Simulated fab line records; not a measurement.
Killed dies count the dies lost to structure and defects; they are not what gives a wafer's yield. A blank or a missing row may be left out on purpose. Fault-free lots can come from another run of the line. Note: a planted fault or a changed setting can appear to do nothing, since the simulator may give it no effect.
2 desks looking at one fault | flow gf180mcu | only its own numbers are on each desk; what lay behind them is given at the end

AT THE METROLOGY DESK
Means of the sampled wafers that have a number, per lot and without regard to the tool the lot ran on: this is what the gauges read. Any lot whose mean is over 4 standard deviations away from the usual mean is out of limits and marked OUT; that distance is given in the brackets.
Columns: A = VT_IMPLANT_TW at GF_VT_IMPLANT_TW_MEAS_10, usual 564
lot  | first seen here | A
L636 | day 5 17:12     | 561
L638 | day 6 02:05     | 565
L639 | day 6 06:41     | 564
L641 | day 6 21:43     | 565
L642 | day 7 01:14     | 567
L649 | day 9 01:28     | 562
L651 | day 9 12:23     | 559
L652 | day 10 01:38    | 568
L654 | day 10 05:47    | 568
L655 | day 10 10:45    | 555
L656 | day 10 18:23    | 565
L657 | day 11 01:06    | 569
L659 | day 11 16:29    | 571
This desk found nothing out of limits on any of the 13 lots.

DESK OF THE TOOL OWNER: litho track-03
The tool's own readings at GF_POLY_GATE_PEB_08 (peb time 90 s): means of the sampled wafers that have a number, for each lot that ran on this tool. Any lot whose mean is over 4 standard deviations away from the usual mean is out of limits and marked OUT; that distance is given in the brackets.
Columns: A = heater power total W at GF_POLY_GATE_PEB_08, usual 85.70 W; B = resist line temp C at GF_POLY_GATE_PEB_08, usual 22.97 C
lot  | first seen here | A               | B
L636 | day 9 04:07     | 85.72           | 23.04
L638 | day 9 15:22     | 85.81           | 22.91
L639 | day 9 21:22     | 85.67           | 23.02
L641 | day 10 13:29    | 88.90 (+37) OUT | 23.09
L642 | day 10 21:37    | 88.78 (+36) OUT | 22.87
L652 | day 14 09:19    | 85.75           | 22.84
L654 | day 14 13:13    | 85.71           | 23.04
L655 | day 14 20:13    | 85.79           | 22.97
L656 | day 15 05:07    | 85.61           | 22.85
Finding of this desk: L641, L642 out of limits; the first was L641 at day 10 13:29, on heater power total W at GF_POLY_GATE_PEB_08. L636, L638, L639, L652, L654, L655, L656: within limits.

ALL TOGETHER
The tool owner's desk had the chance to raise an alarm at day 10 13:29 on L641, L642.
From the metrology desk's view, nothing was out of limits.
The metrology desk has L641, L642 on record, within its limits.
Of the lots named, all ran GF_POLY_GATE_PEB_08 on litho track-03.

WHAT THE SIMULATOR HAD INSERTED
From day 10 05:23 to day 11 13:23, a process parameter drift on litho track-03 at GF_POLY_GATE_PEB_08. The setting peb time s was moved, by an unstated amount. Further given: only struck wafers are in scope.
Lots struck among those shown: L641, L642.
How many hours passed from the start of the fault until each desk's first out-of-limits reading: the tool owner's desk, 8.
